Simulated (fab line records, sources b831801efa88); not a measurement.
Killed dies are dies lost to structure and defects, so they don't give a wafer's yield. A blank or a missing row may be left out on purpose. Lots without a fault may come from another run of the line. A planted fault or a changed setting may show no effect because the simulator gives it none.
One fault seen from 2 desks | flow gf180mcu | each desk has only its own numbers; what lay behind them comes last

THE METROLOGY DESK
What the gauges read, lot by lot, whatever tool the lot ran on: means of the sampled wafers that have a number. A lot is out of limits, marked OUT, if its mean lies more than 4 standard deviations from the usual mean; the brackets give that distance.
Columns: A = NWELL_RS at GF_VT_IMPLANT_RS_MEAS_47, usual 488.2 ohm/sq; B = POLY_GATE_CVD_00_THK at GF_POLY_GATE_THK_MEAS_01, usual 199.4 nm
lot  | first seen here | A     | B
L333 | day 7 21:13     | 489.3 | 199.0
L334 | day 8 02:11     | 488.0 | 200.1
L335 | day 8 11:07     | 488.6 | 196.6
L338 | day 9 00:40     | 488.5 | 197.1
L343 | day 10 14:46    | 488.6 | 202.2
L345 | day 11 04:03    | 489.3 | 199.9
L348 | day 11 22:33    | 487.4 | 197.2
L350 | day 12 12:59    | 487.5 | 200.2
L351 | day 12 18:05    | 488.3 | 199.5
L353 | day 13 06:44    | 487.7 | 201.9
L354 | day 13 13:43    | 487.8 | 195.8
L355 | day 13 19:27    | 486.0 | 200.3
L356 | day 14 00:40    | 487.1 | 200.5
This desk's finding: nothing out of limits on any of the 13 lots.

THE TOOL OWNER'S DESK: litho_track-04
The tool's own readings at GF_VT_IMPLANT_COAT_35 (resist thk 1000 nm): means of the sampled wafers that have a number, for each lot that ran on this tool. A lot is out of limits, marked OUT, if its mean lies more than 4 standard deviations from the usual mean; the brackets give that distance.
Columns: A = spin_speed_rpm at GF_VT_IMPLANT_COAT_35, usual 3000.0 rpm
lot  | first seen here | A
L334 | day 7 17:08     | 3000.6
L335 | day 8 02:10     | 2999.8
L343 | day 10 04:17    | 3094.0 (+59) OUT
L345 | day 10 17:56    | 3096.3 (+60) OUT
L355 | day 13 08:32    | 3001.4
This desk's finding: out of limits on L343, L345; first on L343, day 10 04:17 (spin_speed_rpm at GF_VT_IMPLANT_COAT_35). In limits: L334, L335, L355.

PUT TOGETHER
The tool owner's desk could have raised an alarm at day 10 04:17, on L343, L345.
The metrology desk saw nothing out of limits.
The metrology desk has L343, L345 on record, within its limits.
Of the lots named, all ran GF_VT_IMPLANT_COAT_35 on litho_track-04.

WHAT THE SIMULATOR HAD PUT IN
Process parameter drift: litho_track-04, from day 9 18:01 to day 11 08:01, at GF_VT_IMPLANT_COAT_35. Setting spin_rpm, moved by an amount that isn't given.
Lots struck among those shown: L343, L345.
Hours from the fault's start to each desk's first reading out of limits: the tool owner's desk, 10.
